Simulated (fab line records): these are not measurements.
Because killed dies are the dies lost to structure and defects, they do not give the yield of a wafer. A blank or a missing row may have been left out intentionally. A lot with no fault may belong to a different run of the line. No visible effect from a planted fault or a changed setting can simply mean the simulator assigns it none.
Tool commonality check :: flow sfq line :: Sample size 14 lots and 42 wafers

== REASON IT WAS OPENED ==
Of 14 lots, 2 have the reading M0_NB_RS flagged at SFQ_M0_RS_MEAS_904. No-fault wafers: 0.911 ohm/sq, standard deviation 0.0088.
Rule: flag the lot when none of its wafers has a number, or when each of its wafers that has one lies beyond 4 standard deviations from that mean. All remaining lots are regarded as sound.

lot: L448
measured: day 5 06:55
on: film metro-01
M0_NB_RS (ohm/sq), wafer by wafer: 0.927 0.928 0.929
flag: 

lot: L450
measured: day 5 18:56
on: film metro-04
M0_NB_RS (ohm/sq), wafer by wafer: 0.910 0.910 0.905
flag: 

lot: L451
measured: day 6 02:05
on: film metro-04
M0_NB_RS (ohm/sq), wafer by wafer: 0.902 0.912 0.913
flag: 

lot: L452
measured: day 6 06:56
on: film metro-02
M0_NB_RS (ohm/sq), wafer by wafer: 0.909 0.909 0.914
flag: 

lot: L453
measured: day 6 12:53
on: film metro-01
M0_NB_RS (ohm/sq), wafer by wafer: 0.901 0.909 0.902
flag: 

lot: L454
measured: day 7 01:11
on: film metro-04
M0_NB_RS (ohm/sq), wafer by wafer: 0.908 0.904 0.913
flag: 

lot: L455
measured: day 7 07:59
on: film metro-02
M0_NB_RS (ohm/sq), wafer by wafer: 0.917 0.904 0.909
flag: 

lot: L456
measured: day 7 12:43
on: film metro-01
M0_NB_RS (ohm/sq), wafer by wafer: 0.910 0.914 0.912
flag: 

lot: L458
measured: day 8 01:59
on: film metro-04
M0_NB_RS (ohm/sq), wafer by wafer: 0.920 0.918 0.925
flag: 

lot: L460
measured: day 8 12:44
on: film metro-04
M0_NB_RS (ohm/sq), wafer by wafer: 0.895 0.909 0.898
flag: 

lot: L461
measured: day 8 17:31
on: film metro-01
M0_NB_RS (ohm/sq), wafer by wafer: 0.919 0.919 0.916
flag: 

lot: L464
measured: day 9 07:58
on: film metro-04
M0_NB_RS (ohm/sq), wafer by wafer: 0.908 0.906 0.906
flag: 

lot: L467
measured: day 10 07:56
on: film metro-04
M0_NB_RS (ohm/sq), wafer by wafer: 0.761 0.757 0.760
flag: FLAGGED

lot: L468
measured: day 10 13:46
on: film metro-01
M0_NB_RS (ohm/sq), wafer by wafer: 0.753 0.761 0.752
flag: FLAGGED
The mean of the flagged lots' numbers is 0.757 ohm/sq, -0.154 ohm/sq from the usual (-17 standard deviations).

== LOT BY LOT: THE TOOL USED ==
The record holds 1 process step before the reading, out of a route of 325 steps. Read each cell as the tool, then ch plus the chambers that the sampled wafers visited, then the start.
lot: L448
flag: 
SFQ_TRILAYER_M0_DEP_SPUTTER_019: pvd sputter-05, day 5 06:48

lot: L450
flag: 
SFQ_TRILAYER_M0_DEP_SPUTTER_019: pvd sputter-04, day 5 18:48

lot: L451
flag: 
SFQ_TRILAYER_M0_DEP_SPUTTER_019: pvd sputter-03, day 6 02:00

lot: L452
flag: 
SFQ_TRILAYER_M0_DEP_SPUTTER_019: pvd sputter-05, day 6 06:49

lot: L453
flag: 
SFQ_TRILAYER_M0_DEP_SPUTTER_019: pvd sputter-03, day 6 12:48

lot: L454
flag: 
SFQ_TRILAYER_M0_DEP_SPUTTER_019: pvd sputter-05, day 7 01:05

lot: L455
flag: 
SFQ_TRILAYER_M0_DEP_SPUTTER_019: pvd sputter-05, day 7 07:50

lot: L456
flag: 
SFQ_TRILAYER_M0_DEP_SPUTTER_019: pvd sputter-05, day 7 12:38

lot: L458
flag: 
SFQ_TRILAYER_M0_DEP_SPUTTER_019: pvd sputter-03, day 8 01:51

lot: L460
flag: 
SFQ_TRILAYER_M0_DEP_SPUTTER_019: pvd sputter-04, day 8 12:38

lot: L461
flag: 
SFQ_TRILAYER_M0_DEP_SPUTTER_019: pvd sputter-04, day 8 17:26

lot: L464
flag: 
SFQ_TRILAYER_M0_DEP_SPUTTER_019: pvd sputter-03, day 9 07:50

lot: L467
flag: FLAGGED
SFQ_TRILAYER_M0_DEP_SPUTTER_019: pvd sputter-03, day 10 07:50

lot: L468
flag: FLAGGED
SFQ_TRILAYER_M0_DEP_SPUTTER_019: pvd sputter-03, day 10 13:38
These steps, and what they do:
- SFQ_TRILAYER_M0_DEP_SPUTTER_019: material Nb, target thk 200 nm, time 133.3 s.
- SFQ_M0_RS_MEAS_904: measures by four-point-probe.

== FLAGGED OVER TOTAL, TOOL BY TOOL (the gauges that took the reading come last) ==
step: SFQ_TRILAYER_M0_DEP_SPUTTER_019
tool: pvd sputter-03
lots run: 6
flagged: 2
share of the flagged lots: all
sound lots run after its first flagged lot: 0

step: SFQ_TRILAYER_M0_DEP_SPUTTER_019
tool: pvd sputter-04
lots run: 3
flagged: 0
share of the flagged lots: none
sound lots run after its first flagged lot: -

step: SFQ_TRILAYER_M0_DEP_SPUTTER_019
tool: pvd sputter-05
lots run: 5
flagged: 0
share of the flagged lots: none
sound lots run after its first flagged lot: -

step: SFQ_M0_RS_MEAS_904
tool: film metro-01
lots run: 5
flagged: 1
share of the flagged lots: some
sound lots run after its first flagged lot: 0

step: SFQ_M0_RS_MEAS_904
tool: film metro-02
lots run: 2
flagged: 0
share of the flagged lots: none
sound lots run after its first flagged lot: -

step: SFQ_M0_RS_MEAS_904
tool: film metro-04
lots run: 7
flagged: 1
share of the flagged lots: some
sound lots run after its first flagged lot: 0

== WHAT THE TABLE PERMITS ==
In the table, 1 row covers all flagged lots: pvd sputter-03 at SFQ_TRILAYER_M0_DEP_SPUTTER_019.
- pvd sputter-03 at SFQ_TRILAYER_M0_DEP_SPUTTER_019 ran 6 lots, 2 of them flagged. It ran its last sound lot, L464, at day 9 07:50 and its first flagged lot, L467, at day 10 07:50: a fault with its onset between the two fits.
Just one tool remains: pvd sputter-03 at SFQ_TRILAYER_M0_DEP_SPUTTER_019.

== WHAT THE SIMULATOR HAD PUT IN ==
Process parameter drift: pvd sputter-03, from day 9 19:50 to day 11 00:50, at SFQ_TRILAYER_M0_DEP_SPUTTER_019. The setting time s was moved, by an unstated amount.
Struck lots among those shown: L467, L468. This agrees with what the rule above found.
